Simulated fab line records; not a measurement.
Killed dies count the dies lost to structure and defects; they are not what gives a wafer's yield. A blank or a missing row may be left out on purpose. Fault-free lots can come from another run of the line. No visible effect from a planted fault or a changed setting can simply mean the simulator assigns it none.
Which tool was responsible? ; flow gf180mcu ; 11 lots, 33 wafers sampled, at 4 steps of a route of 602

== WHAT THE GAUGES READ, wafer by wafer ==
GF_V2_RS_MEAS_24: measurement is done with a four-point probe.
lot;measured;on;V2_W_RS (ohm/sq)
L617;day 21 10:40;film metro-03;0.327 0.329 0.330
L618;day 21 13:32;film metro-03;0.315 0.323 0.318
L621;day 22 10:34;film metro-01;0.321 0.328 0.319
L624;day 23 01:31;film metro-01;0.328 0.328 0.326
L625;day 23 11:10;film metro-04;0.330 0.319 0.333
L627;day 23 22:47;film metro-01;43.360 43.481 43.985
L628;day 24 10:26;film metro-04;43.668 43.128 44.311
L634;day 26 14:56;film metro-01;0.330 0.320 0.328
L637;day 27 15:17;film metro-03;0.320 0.320 0.320
L638;day 27 15:35;film metro-04;0.321 0.329 0.326
L639;day 27 22:25;film metro-01;0.326 0.327 0.331

== EACH LOT AND THE TOOL THAT RAN IT (in order: tool; ch and the chambers of the sampled wafers; start) ==
lot;GF_V1_ETCH_16;GF_M2_SPUTTER_01;GF_V2_CVD_23
L617;rie diel-04 ch 0,1,2, day 19 05:50;pvd sputter-04, day 19 07:17;cvd w-01 ch 0,1, day 21 10:33
L618;rie diel-02 ch 0,1,3, day 19 09:32;pvd sputter-03, day 19 11:02;cvd w-02 ch 0,1, day 21 13:25
L621;rie diel-04 ch 1,3, day 20 06:02;pvd sputter-01, day 20 07:30;cvd w-02 ch 0,1, day 22 10:28
L624;rie diel-02 ch 1,2,3, day 20 22:58;pvd sputter-01, day 21 00:27;cvd w-01 ch 0,1, day 23 01:24
L625;rie diel-04 ch 0,1,2, day 21 08:37;pvd sputter-04, day 21 10:04;cvd w-02 ch 0,1, day 23 11:04
L627;rie diel-03 ch 1,2,3, day 21 22:02;pvd sputter-04, day 21 23:30;cvd w-02 ch 0,1, day 23 22:40
L628;rie diel-03 ch 0,1,3, day 22 09:49;pvd sputter-01, day 22 11:16;cvd w-01 ch 0,1, day 24 10:20
L634;rie diel-03 ch 0,2,3, day 24 15:28;pvd sputter-01, day 24 16:55;cvd w-02 ch 0,1, day 26 14:49
L637;rie diel-02 ch 0,1,2, day 25 17:32;pvd sputter-01, day 25 18:59;cvd w-02 ch 1, day 27 15:08
L638;rie diel-04 ch 1,2,3, day 25 17:47;pvd sputter-03, day 25 19:17;cvd w-02 ch 0,1, day 27 15:28
L639;rie diel-02 ch 0,1,2, day 26 00:52;pvd sputter-04, day 26 02:19;cvd w-02 ch 0,1, day 27 22:18
- GF_V1_ETCH_16: etches BARC in N2/H2.
- GF_M2_SPUTTER_01: material TiN, target thk 30 nm, time 25 s.
- GF_V2_CVD_23: deposits W, target thk 350 nm, time 104.94 s.

== THE ANSWER, worked out from the rows above alone ==
Rule: what is usual is taken from the lots themselves. Put in order of their means at a reading, lots are off if they are a third of the lots or fewer, leave a main group of 4 or more, and stand apart from it by a gap of 3 or more times the standard deviation of the main group's means; of several such gaps the widest counts. A main group whose means are all the same, to the digits that the tables above print for the reading, isn't used. Also off: a lot with no number at a reading for which 4 or more lots have one. Any other lot the step has rows for is counted as sound.
Off: at GF_V2_RS_MEAS_24 (V2_W_RS), L627, L628. Mean 0.325 ohm/sq and standard deviation 0.0034 in the main group.
A tool fits if, at a process step before that reading, it ran every lot that is off, and no sound lot after the first of them. Those tools and the gauges at GF_V2_RS_MEAS_24 are tried in the same way. No candidate that was tried fits.

== WHAT THE SIMULATOR HAD PUT IN ==
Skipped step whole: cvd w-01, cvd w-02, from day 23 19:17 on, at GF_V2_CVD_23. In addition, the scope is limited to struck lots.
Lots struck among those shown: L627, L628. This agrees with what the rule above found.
